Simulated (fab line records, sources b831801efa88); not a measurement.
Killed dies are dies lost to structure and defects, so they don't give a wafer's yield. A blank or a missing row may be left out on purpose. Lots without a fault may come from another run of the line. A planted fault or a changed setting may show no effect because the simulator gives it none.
Which tool did it? | flow sky130 | 14 lots, 42 wafers sampled, at 3 steps of a route of 708

WHAT THE GAUGES READ, wafer by wafer
SKY_SD_N_RS_MEAS_16: measures by four-point-probe.
lot  | measured     | on            | SD_N_RS (ohm/sq)
L842 | day 28 10:24 | film_metro-03 | 68.55 68.54 68.61
L843 | day 28 18:37 | film_metro-02 | 68.51 68.64 68.74
L847 | day 30 03:26 | film_metro-04 | 61.27 61.23 61.17
L851 | day 31 14:20 | film_metro-04 | 61.28 61.33 61.27
L853 | day 32 00:49 | film_metro-03 | 68.52 68.56 68.71
L854 | day 32 07:37 | film_metro-03 | 68.72 68.45 68.58
L855 | day 32 17:47 | film_metro-04 | 68.48 68.28 68.40
L858 | day 33 21:50 | film_metro-03 | 68.63 68.66 68.55
L859 | day 34 06:02 | film_metro-03 | 68.73 68.82 68.71
L860 | day 34 18:14 | film_metro-03 | 68.66 68.71 68.80
L861 | day 34 19:59 | film_metro-03 | 68.58 68.70 68.75
L862 | day 35 01:44 | film_metro-03 | 68.71 68.66 68.52
L863 | day 35 06:05 | film_metro-03 | 68.55 68.71 68.59
L864 | day 35 11:53 | film_metro-04 | 68.50 68.46 68.68

WHICH TOOL RAN EACH LOT (tool, then ch and the chambers of the sampled wafers, then the start)
lot  | SKY_SD_N_IMPLANT_09             | SKY_SD_N_STRIP_11
L842 | implanter-02 ch 0, day 28 09:43 | plasma_asher-01 ch 0,1, day 28 09:59
L843 | implanter-03 ch 0, day 28 17:56 | plasma_asher-02 ch 0,1, day 28 18:13
L847 | implanter-04 ch 0, day 30 02:46 | plasma_asher-01 ch 0,1, day 30 03:02
L851 | implanter-04 ch 0, day 31 13:38 | plasma_asher-02 ch 0,1, day 31 13:56
L853 | implanter-02 ch 0, day 32 00:08 | plasma_asher-03 ch 0,1, day 32 00:25
L854 | implanter-02 ch 0, day 32 06:53 | plasma_asher-01 ch 0,1, day 32 07:11
L855 | implanter-03 ch 0, day 32 17:07 | plasma_asher-02 ch 0, day 32 17:25
L858 | implanter-02 ch 0, day 33 21:08 | plasma_asher-02 ch 0,1, day 33 21:26
L859 | implanter-04 ch 0, day 34 05:20 | plasma_asher-03 ch 0,1, day 34 05:38
L860 | implanter-03 ch 0, day 34 17:32 | plasma_asher-03 ch 0,1, day 34 17:50
L861 | implanter-04 ch 0, day 34 19:17 | plasma_asher-03 ch 0,1, day 34 19:35
L862 | implanter-04 ch 0, day 35 01:04 | plasma_asher-03 ch 0,1, day 35 01:22
L863 | implanter-02 ch 0, day 35 05:25 | plasma_asher-02 ch 0,1, day 35 05:41
L864 | implanter-02 ch 0, day 35 11:13 | plasma_asher-01 ch 0,1, day 35 11:29
- SKY_SD_N_IMPLANT_09
- SKY_SD_N_STRIP_11: strips in O2/N2.

WHAT THE TOOLS THEMSELVES READ (means of the sampled wafers that have a number; where no wafer has one, the mark that the record gives instead)
SKY_SD_N_IMPLANT_09.
lot  | tool         | beam_energy_keV
L842 | implanter-02 | 50.025
L843 | implanter-03 | 49.972
L847 | implanter-04 | 61.376
L851 | implanter-04 | 61.375
L853 | implanter-02 | 50.001
L854 | implanter-02 | 50.006
L855 | implanter-03 | 49.972
L858 | implanter-02 | 50.008
L859 | implanter-04 | 50.015
L860 | implanter-03 | 50.006
L861 | implanter-04 | 50.007
L862 | implanter-04 | 50.015
L863 | implanter-02 | 50.008
L864 | implanter-02 | 50.022

SKY_SD_N_STRIP_11.
lot  | tool            | drypump_motor_current_A (A) | oes_product_au (a.u.) | strip_time_to_endpoint_s (s)
L842 | plasma_asher-01 | 5.3                         | 0.526                 | 22.36
L843 | plasma_asher-02 | 5.6                         | 0.528                 | 22.33
L847 | plasma_asher-01 | 5.3                         | 0.504                 | 24.09
L851 | plasma_asher-02 | 5.6                         | 0.509                 | 24.10
L853 | plasma_asher-03 | 6.1                         | 0.525                 | 22.36
L854 | plasma_asher-01 | 5.4                         | 0.523                 | 22.38
L855 | plasma_asher-02 | 5.6                         | 0.531                 | 22.32
L858 | plasma_asher-02 | 5.6                         | 0.525                 | 22.39
L859 | plasma_asher-03 | 6.0                         | 0.525                 | 22.36
L860 | plasma_asher-03 | 6.0                         | 0.525                 | 22.39
L861 | plasma_asher-03 | 6.4                         | 0.519                 | 22.39
L862 | plasma_asher-03 | 6.4                         | 0.526                 | 22.37
L863 | plasma_asher-02 | 5.6                         | 0.525                 | 22.40
L864 | plasma_asher-01 | 5.3                         | 0.522                 | 22.34

THE ANSWER, worked out from the rows above alone
Rule: what is usual is taken from the lots themselves. Put in order of their means at a reading, lots are off if they are a third of the lots or fewer, leave a main group of 4 or more, and stand apart from it by a gap of 3 or more times the standard deviation of the main group's means; of several such gaps the widest counts. A main group whose means are all the same, to the digits that the tables above print for the reading, isn't used. A lot without any number at a reading at which 4 lots or more have one is off too. The other lots that the step has rows for count as sound. The gauges are gone through in route order, then the tools' own readings, and for those a lot's mean is taken as printed above. The first step at which some lot is off is used, and at that step the reading that is off furthest; a lot without a number counts as furthest.
Off: L847, L851, at SKY_SD_N_RS_MEAS_16 (SD_N_RS). The main group: mean 68.61 ohm/sq, standard deviation 0.089.
A tool fits if, at a process step before that reading, it ran every lot that is off, and no sound lot after the first of them. The gauges at SKY_SD_N_RS_MEAS_16 aren't tried: what is off there is off at SKY_SD_N_IMPLANT_09 too, on other tools, and a gauge's error can't cause that. None of those tried fits.

WHAT THE SIMULATOR HAD PUT IN
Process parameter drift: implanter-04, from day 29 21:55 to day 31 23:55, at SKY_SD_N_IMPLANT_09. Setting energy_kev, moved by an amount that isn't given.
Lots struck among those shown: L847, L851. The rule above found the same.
